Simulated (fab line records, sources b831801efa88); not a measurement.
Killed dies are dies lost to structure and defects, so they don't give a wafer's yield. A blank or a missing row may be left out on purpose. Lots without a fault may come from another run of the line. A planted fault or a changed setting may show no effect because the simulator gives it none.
Which tool did it? | flow gf180mcu | 13 lots, 39 wafers sampled, at 4 steps of a route of 602

WHAT THE GAUGES READ, wafer by wafer
GF_M5_CD_MEAS_07: target cd 280 nm. Usual: cd_nm 280.3 nm, standard deviation 1.2.
lot  | measured     | on        | cd_nm (nm)        | flag
L762 | day 26 00:15 | cd_sem-01 | 280.2 278.6 279.9 |
L764 | day 26 18:19 | cd_sem-02 | 280.2 280.7 281.1 |
L765 | day 27 00:48 | cd_sem-02 | 279.5 279.6 280.0 |
L768 | day 28 02:10 | cd_sem-01 | 277.4 278.1       |
L775 | day 30 12:45 | cd_sem-02 | 279.9 281.0 280.0 |
L776 | day 30 17:18 | cd_sem-01 | 280.5 279.9 280.9 |
L777 | day 31 00:41 | cd_sem-01 | 281.2 281.4 280.9 |
L778 | day 31 04:02 | cd_sem-01 | 280.4 280.8 280.3 |
L780 | day 31 19:15 | cd_sem-01 | 279.3 280.3 279.8 |
L781 | day 32 04:24 | cd_sem-02 | 280.3 280.7 280.0 |
L783 | day 32 14:19 | cd_sem-02 | 281.7 280.2 280.9 |
L784 | day 32 18:29 | cd_sem-02 | 281.2 281.8 281.4 |
L785 | day 32 21:48 | cd_sem-01 | 281.6 280.2 281.4 |

WHICH TOOL RAN EACH LOT (tool, then ch and the chambers of the sampled wafers, then the start)
lot  | GF_V3_CVD_23                  | GF_V4_CMP_26                  | GF_MIM_SPUTTER_08
L762 | cvd_w-01 ch 0,1, day 22 03:40 | cmp-01 ch 0,1,2, day 24 04:16 | pvd_sputter-01, day 24 04:52
L764 | cvd_w-02 ch 0,1, day 22 20:40 | cmp-02 ch 1,2,3, day 25 00:07 | pvd_sputter-02, day 25 00:45
L765 | cvd_w-02 ch 0,1, day 23 07:37 | cmp-02 ch 1,2, day 25 06:13   | pvd_sputter-02, day 25 06:53
L768 | cvd_w-01 ch 0,1, day 24 12:37 | cmp-02 ch 1,2,3, day 26 09:16 | pvd_sputter-02, day 26 09:53
L775 | cvd_w-01 ch 0,1, day 27 05:24 | cmp-01 ch 0,2,3, day 28 23:15 | pvd_sputter-04, day 28 23:55
L776 | cvd_w-02 ch 0,1, day 27 08:37 | cmp-02 ch 1,2,3, day 29 03:22 | pvd_sputter-01, day 29 03:52
L777 | cvd_w-01 ch 0,1, day 27 19:06 | cmp-01 ch 1,2, day 29 12:15   | pvd_sputter-01, day 29 12:54
L778 | cvd_w-02 ch 0,1, day 27 22:20 | cmp-02 ch 0,1,3, day 29 15:40 | pvd_sputter-01, day 29 16:20
L780 | cvd_w-01 ch 0, day 28 14:23   | cmp-01 ch 1,2, day 30 07:35   | pvd_sputter-02, day 30 08:14
L781 | cvd_w-02 ch 0,1, day 29 01:12 | cmp-01 ch 1,2,3, day 30 17:07 | pvd_sputter-04, day 30 17:46
L783 | cvd_w-01 ch 0,1, day 29 13:10 | cmp-02 ch 2,3, day 31 03:37   | pvd_sputter-01, day 31 04:16
L784 | cvd_w-02 ch 0,1, day 29 15:16 | cmp-02 ch 0,1,3, day 31 07:53 | pvd_sputter-01, day 31 08:29
L785 | cvd_w-01 ch 0,1, day 29 20:18 | cmp-01 ch 0,2,3, day 31 12:02 | pvd_sputter-01, day 31 12:38
- GF_V3_CVD_23: deposits W, target thk 350 nm, time 104.9 s.
- GF_V4_CMP_26: polishes, stops on SiO2, t overpolish 15 s, target thk 0 nm.
- GF_MIM_SPUTTER_08: material AlCu, target thk 200 nm, time 10.6 s.

WHAT THE TOOLS THEMSELVES READ (means of the sampled wafers that have a number; where no wafer has one, the mark that the record gives instead)
GF_V3_CVD_23. Usual: heater_power_w 920 W, standard deviation 67.
lot  | tool     | heater_power_w (W) | flag
L762 | cvd_w-01 | 976                |
L764 | cvd_w-02 | 875                |
L765 | cvd_w-02 | 874                |
L768 | cvd_w-01 | 930                |
L775 | cvd_w-01 | 957                |
L776 | cvd_w-02 | 893                |
L777 | cvd_w-01 | 920                |
L778 | cvd_w-02 | 895                |
L780 | cvd_w-01 | 872                |
L781 | cvd_w-02 | 893                |
L783 | cvd_w-01 | 905                |
L784 | cvd_w-02 | 889                |
L785 | cvd_w-01 | 925                |

GF_V4_CMP_26. Usual: head_pressure_psi 3.499 psi, standard deviation 0.0074; motor_current_A 11.5 A, standard deviation 1.7; overpolish_run_s 15.000 s, standard deviation 0.0086; time_to_endpoint_s 83 s, standard deviation 4.7.
lot  | tool   | head_pressure_psi (psi) | motor_current_A (A) | overpolish_run_s (s) | time_to_endpoint_s (s) | flag
L762 | cmp-01 | 3.501                   | 13.9                | 14.997               | 79                     |
L764 | cmp-02 | 3.496                   | 10.3                | 15.004               | 85                     |
L765 | cmp-02 | 3.497                   | 10.1                | 14.999               | 85                     |
L768 | cmp-02 | 3.501                   | 10.8                | 10.010               | 99                     | OFF
L775 | cmp-01 | 3.500                   | 13.4                | 14.996               | 84                     |
L776 | cmp-02 | 3.496                   | 10.4                | 15.004               | 84                     |
L777 | cmp-01 | 3.495                   | 13.0                | 15.002               | 86                     |
L778 | cmp-02 | 3.500                   | 10.6                | 15.000               | 77                     |
L780 | cmp-01 | 3.491                   | 13.0                | 15.000               | 80                     |
L781 | cmp-01 | 3.495                   | 12.4                | 14.991               | 82                     |
L783 | cmp-02 | 3.498                   | 10.5                | 14.999               | 82                     |
L784 | cmp-02 | 3.508                   | 10.5                | 15.002               | 82                     |
L785 | cmp-01 | 3.501                   | 13.4                | 14.995               | 84                     |

GF_MIM_SPUTTER_08. Usual: chamber_pressure_pa 0.4000 Pa, standard deviation 0.0008; throttle_valve_pct 30.3 %, standard deviation 0.77.
lot  | tool           | chamber_pressure_pa (Pa) | throttle_valve_pct (%) | flag
L762 | pvd_sputter-01 | 0.4005                   | 30.1                   |
L764 | pvd_sputter-02 | 0.3998                   | 30.3                   |
L765 | pvd_sputter-02 | 0.3999                   | 30.1                   |
L768 | pvd_sputter-02 | 0.4007                   | 30.9                   |
L775 | pvd_sputter-04 | 0.4000                   | 30.6                   |
L776 | pvd_sputter-01 | 0.4005                   | 30.1                   |
L777 | pvd_sputter-01 | 0.3997                   | 30.2                   |
L778 | pvd_sputter-01 | 0.3996                   | 30.4                   |
L780 | pvd_sputter-02 | 0.3998                   | 30.4                   |
L781 | pvd_sputter-04 | 0.4000                   | 30.4                   |
L783 | pvd_sputter-01 | 0.4002                   | 30.3                   |
L784 | pvd_sputter-01 | 0.4003                   | 29.5                   |
L785 | pvd_sputter-01 | 0.3997                   | 30.0                   |

THE ANSWER, worked out from the rows above alone
Rule: a lot is off if the mean of its wafers that have a number lies more than 3 standard deviations from the usual mean. A lot without any number at a reading at which 4 lots or more have one is off too. The other lots that the step has rows for count as sound. The gauges are gone through in route order, then the tools' own readings, and for those a lot's mean is taken as printed above. The first step at which some lot is off is used, and at that step the reading that is off furthest; a lot without a number counts as furthest.
Off: L768, at GF_V4_CMP_26 (overpolish_run_s).
A tool fits if, at that step or a process step before it, it ran every lot that is off, and no sound lot after the first of them. None of those tried fits.

WHAT THE SIMULATOR HAD PUT IN
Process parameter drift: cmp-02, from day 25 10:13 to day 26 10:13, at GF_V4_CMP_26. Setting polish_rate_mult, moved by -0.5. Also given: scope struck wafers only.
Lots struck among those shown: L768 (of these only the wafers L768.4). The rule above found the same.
